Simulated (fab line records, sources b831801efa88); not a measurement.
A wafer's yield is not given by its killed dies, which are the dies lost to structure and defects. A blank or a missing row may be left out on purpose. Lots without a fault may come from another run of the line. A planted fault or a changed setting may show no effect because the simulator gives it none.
One fault seen from 2 desks :: flow sky130 :: only its own numbers are on each desk; what lay behind them is given at the end

## THE METROLOGY DESK
Means of the sampled wafers that have a number, per lot and without regard to the tool the lot ran on: this is what the gauges read. A lot is out of limits, marked OUT, if its mean lies more than 4 standard deviations from the usual mean; the brackets give that distance.
Columns: A = CONTACT_HDPCVD_THK at SKY_CONTACT_THK_MEAS_03, usual 564 nm
lot: L950
first seen here: day 30 23:53
A: 556

lot: L951
first seen here: day 31 09:10
A: 566

lot: L954
first seen here: day 32 00:32
A: 568

lot: L956
first seen here: day 32 17:50
A: 556

lot: L957
first seen here: day 33 00:32
A: 562

lot: L960
first seen here: day 34 04:01
A: 562

lot: L963
first seen here: day 34 16:45
A: 526 (-5.6) OUT

lot: L964
first seen here: day 35 04:08
A: 517 (-6.8) OUT

lot: L965
first seen here: day 35 08:16
A: 566

lot: L972
first seen here: day 37 12:22
A: 564

lot: L973
first seen here: day 37 17:02
A: 571
Per this desk, out of limits: L963, L964; the first was L963, day 34 16:45 (CONTACT_HDPCVD_THK at SKY_CONTACT_THK_MEAS_03). L950, L951, L954, L956, L957, L960, L965, L972, L973 stayed within limits.

## FOR THE TOOL OWNER'S DESK: hdpcvd-02
The tool's own readings at SKY_CONTACT_HDPCVD_02 (deposits SiO2, target thk 565 nm, time 94.2 s): means of the sampled wafers that have a number, for each lot that ran on this tool. A lot is out of limits, marked OUT, if its mean lies more than 4 standard deviations from the usual mean; the brackets give that distance.
Columns: A = run length s at SKY_CONTACT_HDPCVD_02, usual 122.6 s; B = sih4 flow sccm at SKY_CONTACT_HDPCVD_02, usual 59.98 sccm
lot: L950
first seen here: day 30 23:49
A: 122.7
B: 59.97

lot: L951
first seen here: day 31 09:05
A: 122.9
B: 59.94

lot: L956
first seen here: day 32 17:46
A: 122.9
B: 59.86

lot: L957
first seen here: day 33 00:28
A: 122.7
B: 59.96

lot: L960
first seen here: day 34 03:55
A: 122.8
B: 59.80

lot: L963
first seen here: day 34 16:40
A: 116.0 (-11) OUT
B: 60.11

lot: L964
first seen here: day 35 04:04
A: 116.3 (-11) OUT
B: 60.04

lot: L973
first seen here: day 37 16:58
A: 122.8
B: 59.86
This desk's finding: out of limits on L963, L964; first on L963, day 34 16:40 (run length s at SKY_CONTACT_HDPCVD_02). L950, L951, L956, L957, L960, L973 stayed within limits.

## PUT TOGETHER
The tool owner's desk had the chance to raise an alarm at day 34 16:40 on L963, L964.
L963, L964 would have let the metrology desk raise an alarm at day 34 16:45.
Every lot named ran SKY_CONTACT_HDPCVD_02 on hdpcvd-02.

## WHAT HAD BEEN PUT IN BY THE SIMULATOR
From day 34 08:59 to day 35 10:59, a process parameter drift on hdpcvd-02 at SKY_CONTACT_HDPCVD_02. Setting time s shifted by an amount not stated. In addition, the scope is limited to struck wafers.
Struck lots among those shown: L963, L964.
Hours from the fault's start to each desk's first reading out of limits: the tool owner's desk, 8; the metrology desk, 8.
